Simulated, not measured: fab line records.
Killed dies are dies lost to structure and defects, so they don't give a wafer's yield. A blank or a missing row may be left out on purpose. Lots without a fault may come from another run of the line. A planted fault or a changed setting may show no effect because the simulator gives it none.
The tool behind it: which one?	flow sky130	10 lots with 30 wafers sampled at 2 steps, on a route of 708 steps

## WHAT THE GAUGES SHOWED, per wafer
SKY_CONTACT_CD_MEAS_14: the cd target is 170 nm.
lot	measured	on	cdNm (nm)
L234	day 32 00:37	cdSem-02	172.2 171.1 170.7
L235	day 32 08:12	cdSem-01	170.2 171.7 169.1
L236	day 32 11:48	cdSem-02	168.1 167.2 168.6
L238	day 33 15:16	cdSem-02	175.7 174.5 176.2
L239	day 34 01:13	cdSem-01	170.8 171.8 172.1
L247	day 36 01:24	cdSem-02	169.6 169.1 168.5
L248	day 36 16:24	cdSem-02	170.5 170.3 169.2
L249	day 36 22:46	cdSem-02	167.8 166.8 166.8
L251	day 37 11:28	cdSem-01	170.3 170.6 170.2
L255	day 38 09:41	cdSem-02	171.1 170.6 169.4

## TOOL THAT RAN EACH LOT (tool first, then ch and the chambers of the sampled wafers, then the start)
lot	SKY_LOCAL_INTERCONNECT_ETCH_13
L234	rieMetal-02 ch 0, day 30 20:04
L235	rieMetal-02 ch 0,1, day 31 03:58
L236	rieMetal-02 ch 0,1, day 31 07:25
L238	rieMetal-03 ch 0,1, day 32 10:38
L239	rieMetal-02 ch 0,1, day 32 21:17
L247	rieMetal-04 ch 0,1, day 34 21:41
L248	rieMetal-04 ch 0,1, day 35 13:10
L249	rieMetal-03 ch 1, day 35 18:31
L251	rieMetal-04 ch 0,1, day 36 08:17
L255	rieMetal-04 ch 0,1, day 37 06:37
- SKY_LOCAL_INTERCONNECT_ETCH_13: etches BARC in N2/H2, stops on SiO2, time 45.9 s, target depth 60 nm.

## THE ANSWER, worked out from the rows above alone
Rule: usual is defined by the lots themselves. The widest of any qualifying gaps counts: lots, ordered by their means at a reading, are off when they make up no more than a third of the lots, leave a main group of 4 or more, and stand apart from it by 3 or more times the standard deviation of that group's means. Not used: any main group whose means are identical at the precision the tables above print for the reading. A lot without any number at a reading at which 4 lots or more have one is off too. Where the step has rows for the other lots, those lots are counted as sound.
No lot is off at any reading shown: from this, nothing can be told.

## WHAT WAS PUT IN BY THE SIMULATOR
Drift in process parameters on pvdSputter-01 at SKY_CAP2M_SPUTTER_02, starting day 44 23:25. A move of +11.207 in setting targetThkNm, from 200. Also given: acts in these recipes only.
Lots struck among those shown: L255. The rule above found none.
